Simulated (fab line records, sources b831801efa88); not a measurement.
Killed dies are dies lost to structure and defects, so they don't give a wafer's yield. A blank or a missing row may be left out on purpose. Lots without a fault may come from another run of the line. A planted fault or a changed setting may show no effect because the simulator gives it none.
Problem report in the 8D (eight disciplines) form, filled by code | flow sky130 | the parts of the form that need people (team, actions taken, sign-off) are left out

1. THE PROBLEM
spin_speed_rpm at SKY_POLY_GATE_COAT_08 reads a mean of 3760.2 rpm on 6 wafers of 2 lots; wafers without a fault read 3000.0 rpm with a standard deviation of 2. That is +99 or more standard deviations from the usual mean.
The step: resist thk 450 nm.
First seen on wafer L271.2, day 18 22:00, on litho_track-03. The record holds 33 wafers of 11 lots with a number at this step. Rule for "out", or "out of limits": more than 4 standard deviations from the usual mean. The other wafers with a number count as sound.

2. WHAT IT IS AND WHAT IT IS NOT
question                    | is                     | is not
which readings at this step | spin_speed_rpm         | dispense_pressure_kPa
which lots                  | L271, L275             | L269, L270, L279, L283, L285, L286, L287, L288, L290
which wafers of those lots  | all that have a number | -
read on which tools         | litho_track-03         | litho_track-01, litho_track-02
when                        | from day 18 22:00      | up to then (6 sound wafers); but 21 sound wafers of L279, L283, L285, L286, L287, L288, L290 came after

3. SUSPECTS, AND WHAT RULES EACH OUT
Counting: a tool at a process step up to the reading stays a suspect if it ran every lot that is out and no sound lot after the first of them.
- litho_track-03 at SKY_POLY_GATE_COAT_08 (resist thk 450 nm): ruled out as a lasting fault. Sound lots L283, L285, L286, L290 ran on it after its first lot that is out, L271 (day 18 22:00).
Left after counting: nothing in the record.

4. THE CAUSE (what the simulator had put in)
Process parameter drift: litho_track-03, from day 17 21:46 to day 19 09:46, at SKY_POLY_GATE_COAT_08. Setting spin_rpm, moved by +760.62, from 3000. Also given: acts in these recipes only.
Counting ruled it out, wrongly.

5. THE CHAIN OF EFFECTS, in route order
Each row: a reading whose mean over the struck wafers that have a number lies more than 3 standard deviations from the usual. Only readings for which the record gives a usual standard deviation are gone through. hours: the time from each lot's start at the first step in this table that gives one to its start at this step, as a median over the lots. sigmas: the change in usual standard deviations.
hours | step                   | reading                  | usual      | on struck wafers | change | sigmas
0     | SKY_POLY_GATE_COAT_08  | spin_speed_rpm           | 3000.0 rpm | 3760.2           | +760.2 | +99 or more
16    | SKY_POLY_GATE_STRIP_18 | oes_product_au           | 0.361 a.u. | 0.342            | -0.019 | -3.5
16    | SKY_POLY_GATE_STRIP_18 | strip_time_to_endpoint_s | 3.08 s     | 2.56             | -0.52  | -11
The process steps in it:
- SKY_POLY_GATE_COAT_08: resist thk 450 nm.
- SKY_POLY_GATE_STRIP_18: strips in O2/N2.

6. WHAT WOULD HAVE CAUGHT IT SOONER
In this record the first reading out of limits was taken at day 18 22:00, 24 hours after the fault began at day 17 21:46.
